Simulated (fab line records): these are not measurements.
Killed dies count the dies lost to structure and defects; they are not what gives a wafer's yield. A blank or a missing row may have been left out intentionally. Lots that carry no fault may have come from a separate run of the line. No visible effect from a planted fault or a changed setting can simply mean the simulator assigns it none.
The tool behind it: which one? / flow sky130 / 24 lots, 72 wafers sampled, at 5 steps of a route of 708

== WHAT THE GAUGES READ, wafer by wafer ==
SKY_VIA2_RS_MEAS_22: the measuring method here is four-point-probe. Usual: VIA2_W_RS typically reads 0.277 ohm/sq, with standard deviation 0.0033.
lot=L075; measured=day 37 03:21; on=filmMetro-01; VIA2_W_RS (ohm/sq)=0.276 0.280 0.267; flag=
lot=L077; measured=day 37 20:20; on=filmMetro-01; VIA2_W_RS (ohm/sq)=0.277 0.278 0.281; flag=
lot=L074; measured=day 37 21:12; on=filmMetro-01; VIA2_W_RS (ohm/sq)=0.280 0.282 0.281; flag=
lot=L076; measured=day 37 21:31; on=filmMetro-02; VIA2_W_RS (ohm/sq)=0.272 0.276 0.275; flag=
lot=L078; measured=day 37 22:26; on=filmMetro-02; VIA2_W_RS (ohm/sq)=0.278 0.279 0.279; flag=
lot=L079; measured=day 38 02:04; on=filmMetro-02; VIA2_W_RS (ohm/sq)=0.276 0.279 0.276; flag=
lot=L080; measured=day 38 07:00; on=filmMetro-01; VIA2_W_RS (ohm/sq)=0.280 0.278 0.281; flag=
lot=L081; measured=day 38 14:34; on=filmMetro-02; VIA2_W_RS (ohm/sq)=0.278 0.279 0.274; flag=
lot=L082; measured=day 39 02:28; on=filmMetro-03; VIA2_W_RS (ohm/sq)=0.275 0.281 0.276; flag=
lot=L084; measured=day 39 13:03; on=filmMetro-03; VIA2_W_RS (ohm/sq)=0.279 0.279 0.282; flag=
lot=L083; measured=day 39 13:55; on=filmMetro-03; VIA2_W_RS (ohm/sq)=0.280 0.277 0.283; flag=
lot=L085; measured=day 39 16:22; on=filmMetro-03; VIA2_W_RS (ohm/sq)=0.277 0.278 0.277; flag=
lot=L086; measured=day 40 14:56; on=filmMetro-03; VIA2_W_RS (ohm/sq)=0.281 0.279 0.282; flag=
lot=L088; measured=day 41 07:48; on=filmMetro-02; VIA2_W_RS (ohm/sq)=0.280 0.278 0.282; flag=
lot=L087; measured=day 41 13:45; on=filmMetro-03; VIA2_W_RS (ohm/sq)=0.277 0.278 0.277; flag=
lot=L090; measured=day 41 19:08; on=filmMetro-02; VIA2_W_RS (ohm/sq)=0.270 0.271 0.275; flag=
lot=L089; measured=day 41 20:43; on=filmMetro-01; VIA2_W_RS (ohm/sq)=0.278 0.278 0.273; flag=
lot=L092; measured=day 42 02:46; on=filmMetro-03; VIA2_W_RS (ohm/sq)=0.280 0.281 0.279; flag=
lot=L091; measured=day 42 05:36; on=filmMetro-01; VIA2_W_RS (ohm/sq)=0.277 0.274 0.276; flag=
lot=L093; measured=day 42 10:11; on=filmMetro-03; VIA2_W_RS (ohm/sq)=0.278 0.275 0.280; flag=
lot=L094; measured=day 42 16:49; on=filmMetro-01; VIA2_W_RS (ohm/sq)=0.274 0.271 0.273; flag=
lot=L095; measured=day 43 03:00; on=filmMetro-03; VIA2_W_RS (ohm/sq)=0.276 0.282 0.272; flag=
lot=L096; measured=day 43 07:38; on=filmMetro-01; VIA2_W_RS (ohm/sq)=0.275 0.275 0.273; flag=
lot=L097; measured=day 43 12:05; on=filmMetro-03; VIA2_W_RS (ohm/sq)=0.277 0.281 0.279; flag=

SKY_VIA4_RS_MEAS_19: the measuring method here is four-point-probe. Usual: VIA4_W_RS typically reads 0.2108 ohm/sq, with standard deviation 0.0025.
lot=L075; measured=day 43 14:23; on=filmMetro-03; VIA4_W_RS (ohm/sq)=0.2138 0.2124 0.2117; flag=
lot=L077; measured=day 44 05:41; on=filmMetro-01; VIA4_W_RS (ohm/sq)=0.2131 0.2122 0.2146; flag=
lot=L074; measured=day 44 05:48; on=filmMetro-03; VIA4_W_RS (ohm/sq)=0.2112 0.2073 0.2114; flag=
lot=L076; measured=day 44 06:59; on=filmMetro-03; VIA4_W_RS (ohm/sq)=0.2164 0.2157 0.2146; flag=
lot=L078; measured=day 44 08:04; on=filmMetro-03; VIA4_W_RS (ohm/sq)=0.2081 0.2079 0.2092; flag=
lot=L079; measured=day 44 08:46; on=filmMetro-01; VIA4_W_RS (ohm/sq)=0.2079 0.2068 0.2090; flag=
lot=L080; measured=day 44 15:27; on=filmMetro-03; VIA4_W_RS (ohm/sq)=0.2079 0.2074 0.2090; flag=
lot=L081; measured=day 44 23:32; on=filmMetro-03; VIA4_W_RS (ohm/sq)=0.2126 0.2127 0.2110; flag=
lot=L082; measured=day 45 09:50; on=filmMetro-03; VIA4_W_RS (ohm/sq)=0.2116 0.2119 0.2111; flag=
lot=L084; measured=day 45 16:44; on=filmMetro-01; VIA4_W_RS (ohm/sq)=0.2114 0.2108 0.2117; flag=
lot=L083; measured=day 45 18:49; on=filmMetro-01; VIA4_W_RS (ohm/sq)=0.2092 0.2083 0.2079; flag=
lot=L085; measured=day 45 20:35; on=filmMetro-03; VIA4_W_RS (ohm/sq)=0.2102 0.2129 0.2124; flag=
lot=L086; measured=day 46 17:28; on=filmMetro-03; VIA4_W_RS (ohm/sq)=0.2148 0.2132 0.2138; flag=
lot=L088; measured=day 47 07:08; on=filmMetro-02; VIA4_W_RS (ohm/sq)=0.2118 0.2074 0.2132; flag=
lot=L087; measured=day 47 11:46; on=filmMetro-02; VIA4_W_RS (ohm/sq)=0.2129 0.2134 0.2120; flag=
lot=L090; measured=day 47 18:16; on=filmMetro-01; VIA4_W_RS (ohm/sq)=0.2070 0.2076 0.2061; flag=
lot=L089; measured=day 47 20:19; on=filmMetro-01; VIA4_W_RS (ohm/sq)=0.2100 0.2037 0.2106; flag=
lot=L092; measured=day 47 21:38; on=filmMetro-01; VIA4_W_RS (ohm/sq)=0.2099 0.2091 0.2103; flag=
lot=L091; measured=day 48 02:59; on=filmMetro-02; VIA4_W_RS (ohm/sq)=0.2122 0.2073 0.2113; flag=
lot=L093; measured=day 48 04:05; on=filmMetro-03; VIA4_W_RS (ohm/sq)=0.2120 0.2115 0.2111; flag=
lot=L094; measured=day 48 12:31; on=filmMetro-03; VIA4_W_RS (ohm/sq)=0.2090 0.2128 0.2064; flag=
lot=L095; measured=day 48 19:09; on=filmMetro-03; VIA4_W_RS (ohm/sq)=0.2097 0.2118 0.2118; flag=
lot=L096; measured=day 49 00:22; on=filmMetro-03; VIA4_W_RS (ohm/sq)=0.2091 0.2130 0.2119; flag=
lot=L097; measured=day 49 03:10; on=filmMetro-02; VIA4_W_RS (ohm/sq)=0.2111 0.2127 0.2106; flag=

== EACH LOT AND THE TOOL THAT RAN IT (in order: tool; ch and the chambers of the sampled wafers; start) ==
lot=L075; SKY_VIA3_CVD_21=cvdW-02 ch 0,1, day 40 10:59; SKY_VIA3_CMP_24=cmp-02 ch 2,3, day 40 11:17; SKY_METAL4_ETCH_16=rieMetal-04 ch 0,1, day 42 12:20
lot=L077; SKY_VIA3_CVD_21=cvdW-01 ch 0,1, day 41 02:22; SKY_VIA3_CMP_24=cmp-01 ch 1,3, day 41 02:56; SKY_METAL4_ETCH_16=rieMetal-03 ch 0,1, day 43 03:56
lot=L074; SKY_VIA3_CVD_21=cvdW-02 ch 0,1, day 41 03:14; SKY_VIA3_CMP_24=cmp-02 ch 1,2,3, day 41 03:29; SKY_METAL4_ETCH_16=rieMetal-01 ch 0,1, day 43 04:23
lot=L076; SKY_VIA3_CVD_21=cvdW-01 ch 0,1, day 41 04:18; SKY_VIA3_CMP_24=cmp-02 ch 1,2, day 41 04:37; SKY_METAL4_ETCH_16=rieMetal-04 ch 0, day 43 05:30
lot=L078; SKY_VIA3_CVD_21=cvdW-01 ch 0, day 41 05:50; SKY_VIA3_CMP_24=cmp-01 ch 1,3, day 41 06:08; SKY_METAL4_ETCH_16=rieMetal-03 ch 0,1, day 43 06:38
lot=L079; SKY_VIA3_CVD_21=cvdW-02 ch 0,1, day 41 06:50; SKY_VIA3_CMP_24=cmp-01 ch 0,2,3, day 41 07:08; SKY_METAL4_ETCH_16=rieMetal-03 ch 0,1, day 43 07:20
lot=L080; SKY_VIA3_CVD_21=cvdW-02 ch 0,1, day 41 12:39; SKY_VIA3_CMP_24=cmp-01 ch 1,2,3, day 41 13:04; SKY_METAL4_ETCH_16=rieMetal-03 ch 1, day 43 14:01
lot=L081; SKY_VIA3_CVD_21=cvdW-01 ch 0,1, day 41 20:44; SKY_VIA3_CMP_24=cmp-01 ch 0,3, day 41 21:01; SKY_METAL4_ETCH_16=rieMetal-04 ch 0,1, day 43 21:43
lot=L082; SKY_VIA3_CVD_21=cvdW-02 ch 0,1, day 42 07:56; SKY_VIA3_CMP_24=cmp-02 ch 1,3, day 42 08:17; SKY_METAL4_ETCH_16=rieMetal-01 ch 0,1, day 44 07:41
lot=L084; SKY_VIA3_CVD_21=cvdW-02 ch 0, day 42 16:58; SKY_VIA3_CMP_24=cmp-01 ch 0,2,3, day 42 17:19; SKY_METAL4_ETCH_16=rieMetal-04 ch 0,1, day 44 16:02
lot=L083; SKY_VIA3_CVD_21=cvdW-02 ch 0,1, day 42 18:10; SKY_VIA3_CMP_24=cmp-02 ch 0,1, day 42 18:25; SKY_METAL4_ETCH_16=rieMetal-03 ch 0,1, day 44 17:59
lot=L085; SKY_VIA3_CVD_21=cvdW-02 ch 0,1, day 42 20:14; SKY_VIA3_CMP_24=cmp-02 ch 2,3, day 42 20:32; SKY_METAL4_ETCH_16=rieMetal-03 ch 0,1, day 44 19:42
lot=L086; SKY_VIA3_CVD_21=cvdW-01 ch 0, day 43 18:05; SKY_VIA3_CMP_24=cmp-01 ch 0,2,3, day 43 18:29; SKY_METAL4_ETCH_16=rieMetal-03 ch 1, day 45 16:38
lot=L088; SKY_VIA3_CVD_21=cvdW-01 ch 0,1, day 44 09:28; SKY_VIA3_CMP_24=cmp-02 ch 0,1,3, day 44 09:46; SKY_METAL4_ETCH_16=rieMetal-04 ch 0,1, day 46 08:17
lot=L087; SKY_VIA3_CVD_21=cvdW-01 ch 0,1, day 44 15:42; SKY_VIA3_CMP_24=cmp-01 ch 0,2,3, day 44 16:01; SKY_METAL4_ETCH_16=rieMetal-04 ch 0,1, day 46 12:29
lot=L090; SKY_VIA3_CVD_21=cvdW-01 ch 0,1, day 44 20:46; SKY_VIA3_CMP_24=cmp-02 ch 2,3, day 44 21:08; SKY_METAL4_ETCH_16=rieMetal-03 ch 0,1, day 46 19:05
lot=L089; SKY_VIA3_CVD_21=cvdW-01 ch 1, day 44 23:17; SKY_VIA3_CMP_24=cmp-01 ch 1,2,3, day 44 23:41; SKY_METAL4_ETCH_16=rieMetal-01 ch 0, day 46 21:41
lot=L092; SKY_VIA3_CVD_21=cvdW-01 ch 0,1, day 45 02:56; SKY_VIA3_CMP_24=cmp-02 ch 1,2,3, day 45 03:17; SKY_METAL4_ETCH_16=rieMetal-04 ch 0,1, day 47 00:05
lot=L091; SKY_VIA3_CVD_21=cvdW-02 ch 0,1, day 45 07:29; SKY_VIA3_CMP_24=cmp-02 ch 0,1,2, day 45 07:58; SKY_METAL4_ETCH_16=rieMetal-04 ch 0,1, day 47 05:02
lot=L093; SKY_VIA3_CVD_21=cvdW-01 ch 0,1, day 45 10:28; SKY_VIA3_CMP_24=cmp-02 ch 0,1, day 45 10:46; SKY_METAL4_ETCH_16=rieMetal-01 ch 0,1, day 47 05:59
lot=L094; SKY_VIA3_CVD_21=cvdW-01 ch 0,1, day 45 17:52; SKY_VIA3_CMP_24=cmp-01 ch 1,3, day 45 18:10; SKY_METAL4_ETCH_16=rieMetal-03 ch 0,1, day 47 13:56
lot=L095; SKY_VIA3_CVD_21=cvdW-01 ch 0,1, day 46 02:31; SKY_VIA3_CMP_24=cmp-01 ch 1,2,3, day 46 02:52; SKY_METAL4_ETCH_16=rieMetal-03 ch 0,1, day 47 21:31
lot=L096; SKY_VIA3_CVD_21=cvdW-02 ch 0,1, day 46 08:52; SKY_VIA3_CMP_24=cmp-01 ch 1,2, day 46 09:10; SKY_METAL4_ETCH_16=rieMetal-01 ch 0,1, day 48 03:50
lot=L097; SKY_VIA3_CVD_21=cvdW-01 ch 0,1, day 46 12:52; SKY_VIA3_CMP_24=cmp-02 ch 0,2,3, day 46 13:16; SKY_METAL4_ETCH_16=rieMetal-04 ch 1, day 48 06:25
- SKY_VIA3_CVD_21: deposits W, target thk 390 nm, time 117.31 s.
- SKY_VIA3_CMP_24: polishes, stops on SiO2, t overpolish 20 s, target thk 0 nm.
- SKY_METAL4_ETCH_16: etches BARC in N2/H2, stops on SiO2, time 88.2 s, target depth 60 nm.

== AS READ BY THE TOOLS THEMSELVES (means over the sampled wafers that have a number; for cases with no such wafer, the mark the record gives instead) ==
SKY_VIA3_CVD_21. Usual: 842 W for heaterPowerW, sd 74.
lot=L075; tool=cvdW-02; heaterPowerW (W)=738; flag=
lot=L077; tool=cvdW-01; heaterPowerW (W)=902; flag=
lot=L074; tool=cvdW-02; heaterPowerW (W)=743; flag=
lot=L076; tool=cvdW-01; heaterPowerW (W)=903; flag=
lot=L078; tool=cvdW-01; heaterPowerW (W)=861; flag=
lot=L079; tool=cvdW-02; heaterPowerW (W)=792; flag=
lot=L080; tool=cvdW-02; heaterPowerW (W)=759; flag=
lot=L081; tool=cvdW-01; heaterPowerW (W)=903; flag=
lot=L082; tool=cvdW-02; heaterPowerW (W)=790; flag=
lot=L084; tool=cvdW-02; heaterPowerW (W)=721; flag=
lot=L083; tool=cvdW-02; heaterPowerW (W)=781; flag=
lot=L085; tool=cvdW-02; heaterPowerW (W)=788; flag=
lot=L086; tool=cvdW-01; heaterPowerW (W)=854; flag=
lot=L088; tool=cvdW-01; heaterPowerW (W)=900; flag=
lot=L087; tool=cvdW-01; heaterPowerW (W)=870; flag=
lot=L090; tool=cvdW-01; heaterPowerW (W)=915; flag=
lot=L089; tool=cvdW-01; heaterPowerW (W)=924; flag=
lot=L092; tool=cvdW-01; heaterPowerW (W)=869; flag=
lot=L091; tool=cvdW-02; heaterPowerW (W)=781; flag=
lot=L093; tool=cvdW-01; heaterPowerW (W)=884; flag=
lot=L094; tool=cvdW-01; heaterPowerW (W)=878; flag=
lot=L095; tool=cvdW-01; heaterPowerW (W)=891; flag=
lot=L096; tool=cvdW-02; heaterPowerW (W)=787; flag=
lot=L097; tool=cvdW-01; heaterPowerW (W)=916; flag=

SKY_VIA3_CMP_24. Usual: motorCurrentA 11.5 A, standard deviation 1.3; overpolishRunS 20.000 s, standard deviation 0.009; retainingRingPressureFrac 1.000, standard deviation 0.0046; timeToEndpointS 94 s, standard deviation 4.8.
lot=L075; tool=cmp-02; motorCurrentA (A)=11.6; overpolishRunS (s)=20.003; retainingRingPressureFrac=1.000; timeToEndpointS (s)=90; flag=
lot=L077; tool=cmp-01; motorCurrentA (A)=11.6; overpolishRunS (s)=19.998; retainingRingPressureFrac=1.003; timeToEndpointS (s)=92; flag=
lot=L074; tool=cmp-02; motorCurrentA (A)=11.5; overpolishRunS (s)=20.007; retainingRingPressureFrac=0.998; timeToEndpointS (s)=93; flag=
lot=L076; tool=cmp-02; motorCurrentA (A)=12.8; overpolishRunS (s)=20.010; retainingRingPressureFrac=1.000; timeToEndpointS (s)=96; flag=
lot=L078; tool=cmp-01; motorCurrentA (A)=12.4; overpolishRunS (s)=19.997; retainingRingPressureFrac=0.994; timeToEndpointS (s)=91; flag=
lot=L079; tool=cmp-01; motorCurrentA (A)=11.6; overpolishRunS (s)=20.005; retainingRingPressureFrac=1.009; timeToEndpointS (s)=93; flag=
lot=L080; tool=cmp-01; motorCurrentA (A)=11.6; overpolishRunS (s)=20.002; retainingRingPressureFrac=1.000; timeToEndpointS (s)=89; flag=
lot=L081; tool=cmp-01; motorCurrentA (A)=11.9; overpolishRunS (s)=19.995; retainingRingPressureFrac=1.003; timeToEndpointS (s)=99; flag=
lot=L082; tool=cmp-02; motorCurrentA (A)=9.9; overpolishRunS (s)=19.998; retainingRingPressureFrac=0.998; timeToEndpointS (s)=90; flag=
lot=L084; tool=cmp-01; motorCurrentA (A)=11.3; overpolishRunS (s)=19.998; retainingRingPressureFrac=0.998; timeToEndpointS (s)=99; flag=
lot=L083; tool=cmp-02; motorCurrentA (A)=10.9; overpolishRunS (s)=19.994; retainingRingPressureFrac=0.994; timeToEndpointS (s)=95; flag=
lot=L085; tool=cmp-02; motorCurrentA (A)=10.6; overpolishRunS (s)=19.993; retainingRingPressureFrac=0.998; timeToEndpointS (s)=91; flag=
lot=L086; tool=cmp-01; motorCurrentA (A)=11.6; overpolishRunS (s)=19.997; retainingRingPressureFrac=1.003; timeToEndpointS (s)=98; flag=
lot=L088; tool=cmp-02; motorCurrentA (A)=10.5; overpolishRunS (s)=20.008; retainingRingPressureFrac=1.003; timeToEndpointS (s)=95; flag=
lot=L087; tool=cmp-01; motorCurrentA (A)=11.4; overpolishRunS (s)=20.000; retainingRingPressureFrac=0.994; timeToEndpointS (s)=96; flag=
lot=L090; tool=cmp-02; motorCurrentA (A)=11.5; overpolishRunS (s)=20.000; retainingRingPressureFrac=1.001; timeToEndpointS (s)=91; flag=
lot=L089; tool=cmp-01; motorCurrentA (A)=12.0; overpolishRunS (s)=20.006; retainingRingPressureFrac=1.001; timeToEndpointS (s)=98; flag=
lot=L092; tool=cmp-02; motorCurrentA (A)=11.2; overpolishRunS (s)=20.006; retainingRingPressureFrac=0.999; timeToEndpointS (s)=94; flag=
lot=L091; tool=cmp-02; motorCurrentA (A)=11.6; overpolishRunS (s)=19.994; retainingRingPressureFrac=1.002; timeToEndpointS (s)=97; flag=
lot=L093; tool=cmp-02; motorCurrentA (A)=11.1; overpolishRunS (s)=20.007; retainingRingPressureFrac=1.002; timeToEndpointS (s)=95; flag=
lot=L094; tool=cmp-01; motorCurrentA (A)=12.1; overpolishRunS (s)=19.997; retainingRingPressureFrac=0.999; timeToEndpointS (s)=95; flag=
lot=L095; tool=cmp-01; motorCurrentA (A)=12.2; overpolishRunS (s)=19.997; retainingRingPressureFrac=1.005; timeToEndpointS (s)=90; flag=
lot=L096; tool=cmp-01; motorCurrentA (A)=12.4; overpolishRunS (s)=20.001; retainingRingPressureFrac=1.000; timeToEndpointS (s)=88; flag=
lot=L097; tool=cmp-02; motorCurrentA (A)=10.7; overpolishRunS (s)=19.993; retainingRingPressureFrac=0.999; timeToEndpointS (s)=92; flag=

SKY_METAL4_ETCH_16. Usual: drypumpMotorCurrentA 5.7 A, standard deviation 0.46; oesProductAu 0.625 a.u., standard deviation 0.0042; throttleValvePct 13.204 %, standard deviation 0.0094.
lot=L075; tool=rieMetal-04; drypumpMotorCurrentA (A)=5.6; oesProductAu (a.u.)=0.629; throttleValvePct (%)=13.196; flag=
lot=L077; tool=rieMetal-03; drypumpMotorCurrentA (A)=6.0; oesProductAu (a.u.)=0.626; throttleValvePct (%)=13.201; flag=
lot=L074; tool=rieMetal-01; drypumpMotorCurrentA (A)=5.8; oesProductAu (a.u.)=0.624; throttleValvePct (%)=13.203; flag=
lot=L076; tool=rieMetal-04; drypumpMotorCurrentA (A)=4.8; oesProductAu (a.u.)=0.620; throttleValvePct (%)=13.209; flag=
lot=L078; tool=rieMetal-03; drypumpMotorCurrentA (A)=5.9; oesProductAu (a.u.)=0.625; throttleValvePct (%)=13.198; flag=
lot=L079; tool=rieMetal-03; drypumpMotorCurrentA (A)=6.0; oesProductAu (a.u.)=0.625; throttleValvePct (%)=13.214; flag=
lot=L080; tool=rieMetal-03; drypumpMotorCurrentA (A)=6.1; oesProductAu (a.u.)=0.625; throttleValvePct (%)=13.202; flag=
lot=L081; tool=rieMetal-04; drypumpMotorCurrentA (A)=5.2; oesProductAu (a.u.)=0.625; throttleValvePct (%)=13.206; flag=
lot=L082; tool=rieMetal-01; drypumpMotorCurrentA (A)=5.7; oesProductAu (a.u.)=0.623; throttleValvePct (%)=13.201; flag=
lot=L084; tool=rieMetal-04; drypumpMotorCurrentA (A)=5.2; oesProductAu (a.u.)=0.624; throttleValvePct (%)=13.211; flag=
lot=L083; tool=rieMetal-03; drypumpMotorCurrentA (A)=6.0; oesProductAu (a.u.)=0.628; throttleValvePct (%)=13.199; flag=
lot=L085; tool=rieMetal-03; drypumpMotorCurrentA (A)=6.0; oesProductAu (a.u.)=0.625; throttleValvePct (%)=13.206; flag=
lot=L086; tool=rieMetal-03; drypumpMotorCurrentA (A)=6.1; oesProductAu (a.u.)=0.626; throttleValvePct (%)=13.206; flag=
lot=L088; tool=rieMetal-04; drypumpMotorCurrentA (A)=5.7; oesProductAu (a.u.)=0.621; throttleValvePct (%)=13.208; flag=
lot=L087; tool=rieMetal-04; drypumpMotorCurrentA (A)=5.7; oesProductAu (a.u.)=0.626; throttleValvePct (%)=13.205; flag=
lot=L090; tool=rieMetal-03; drypumpMotorCurrentA (A)=6.0; oesProductAu (a.u.)=0.625; throttleValvePct (%)=13.208; flag=
lot=L089; tool=rieMetal-01; drypumpMotorCurrentA (A)=6.0; oesProductAu (a.u.)=0.628; throttleValvePct (%)=13.204; flag=
lot=L092; tool=rieMetal-04; drypumpMotorCurrentA (A)=5.2; oesProductAu (a.u.)=0.627; throttleValvePct (%)=13.202; flag=
lot=L091; tool=rieMetal-04; drypumpMotorCurrentA (A)=5.6; oesProductAu (a.u.)=0.624; throttleValvePct (%)=13.206; flag=
lot=L093; tool=rieMetal-01; drypumpMotorCurrentA (A)=5.7; oesProductAu (a.u.)=0.625; throttleValvePct (%)=13.212; flag=
lot=L094; tool=rieMetal-03; drypumpMotorCurrentA (A)=6.0; oesProductAu (a.u.)=0.625; throttleValvePct (%)=13.209; flag=
lot=L095; tool=rieMetal-03; drypumpMotorCurrentA (A)=5.8; oesProductAu (a.u.)=0.624; throttleValvePct (%)=13.207; flag=
lot=L096; tool=rieMetal-01; drypumpMotorCurrentA (A)=5.7; oesProductAu (a.u.)=0.626; throttleValvePct (%)=13.208; flag=
lot=L097; tool=rieMetal-04; drypumpMotorCurrentA (A)=6.1; oesProductAu (a.u.)=0.627; throttleValvePct (%)=13.196; flag=

== THE ANSWER, worked out from the rows above alone ==
Rule: take the mean of a lot's wafers that have a number; if it is more than 3 standard deviations from the usual mean, the lot is off. Also off: a lot with no number at a reading for which 4 or more lots have one. Where the step has rows for the other lots, those lots are counted as sound. Order of review: gauges by route order, followed by the tools' own readings, for which a lot's mean as printed above is used. The first step at which some lot is off is used, and at that step the reading that is off furthest; a lot without a number counts as furthest.
No lot is off at any reading shown: from this, nothing can be told.

== WHAT WAS PUT IN BY THE SIMULATOR ==
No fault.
